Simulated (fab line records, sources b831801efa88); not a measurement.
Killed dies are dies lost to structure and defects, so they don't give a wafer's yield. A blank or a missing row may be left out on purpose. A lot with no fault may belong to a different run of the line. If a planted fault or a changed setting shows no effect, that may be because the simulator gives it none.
Struck lot and sound lot, side by side / flow sky130 / 14 steps out of a route of 708
Sound: wafers L418.1, L418.2, L418.3. Struck: wafers L425.1, L425.3, L425.6. The cause comes at the end.
For every step that has rows: the tool of each side, followed by ch and its chambers, followed by its first start. Under that, the readings that differ: sound wafers / struck wafers / difference of the means / sigmas: that difference in standard deviations of wafers without a fault.
alike: readings with means less than 2 such deviations apart, plus words and numbers identical on both sides. not compared: withheld readings, readings lacking a value on some wafer, bounds such as >300 that could conceal the same value, and numbers that have no deviation in the record and whose values overlap.
Wherever a step has rows on one side only, a row that says differs or no value, or a row with sigmas, the two part there. When numbers do not overlap yet have no deviation, they are printed without sigmas and do not part them. A reading that every wafer of one side lacks parts them only if that side has two wafers or more.

first, 5 steps without rows for these wafers: SKY_SD_P_COAT_02 (resist thk 1140 nm); SKY_SD_P_SOFTBAKE_03 (time 60 s); SKY_SD_P_EXPOSE_04 (exposes mask PSDM, target cd 380 nm); SKY_SD_P_PEB_05; SKY_SD_P_DEVELOP_06 (develop time 60 s).
SKY_SD_P_CD_MEAS_07 targets a cd of 380 nm.
  sound: cdSem-01 at day 30 21:10; struck: cdSem-02 at day 32 23:19
  alike: cdNm
SKY_SD_P_OVL_MEAS_08:
  sound: overlay-01 at day 30 21:17; struck: overlay-02 at day 32 23:26
  alike: SD_P_OVL
next, for these wafers, 1 step has no rows: SKY_SD_P_IMPLANT_09.
SKY_SD_P_STRIP_10: strips in O2/N2.
  sound on plasmaAsher-04 ch 0,1, day 30 21:28; struck on plasmaAsher-02 ch 0,1, day 32 23:37
  alike: drypumpMotorCurrentA, oesProductAu, stripTimeToEndpointS
  not compared: rfHoursCounterH
SKY_SD_P_TW_MEAS_11:
  sound: filmMetro-01 at day 30 21:34; struck: filmMetro-04 at day 32 23:43
  alike: SD_P_TW
then, 2 steps without rows for these wafers: SKY_RES_XHIGH_DEHYDRATE_00 (time 60 s); SKY_RES_XHIGH_HMDS_01 (prime time 60 s).
SKY_RES_XHIGH_COAT_02: resist thk 1140 nm.
  struck on lithoTrack-03, day 33 12:55; sound on lithoTrack-04 ch 0, day 31 10:40
  no value came back on the struck wafers for chillPlateTempC (C), dispensePressureKPa (kPa); on the sound wafers chillPlateTempC (C) reads 22.96 22.94 23.05
then, 1 step without rows for these wafers: SKY_RES_XHIGH_SOFTBAKE_03 (time 60 s).

== WHERE THEY PART ==
SKY_RES_XHIGH_COAT_02 only, going by this record.

WHY: the cause the simulator had injected
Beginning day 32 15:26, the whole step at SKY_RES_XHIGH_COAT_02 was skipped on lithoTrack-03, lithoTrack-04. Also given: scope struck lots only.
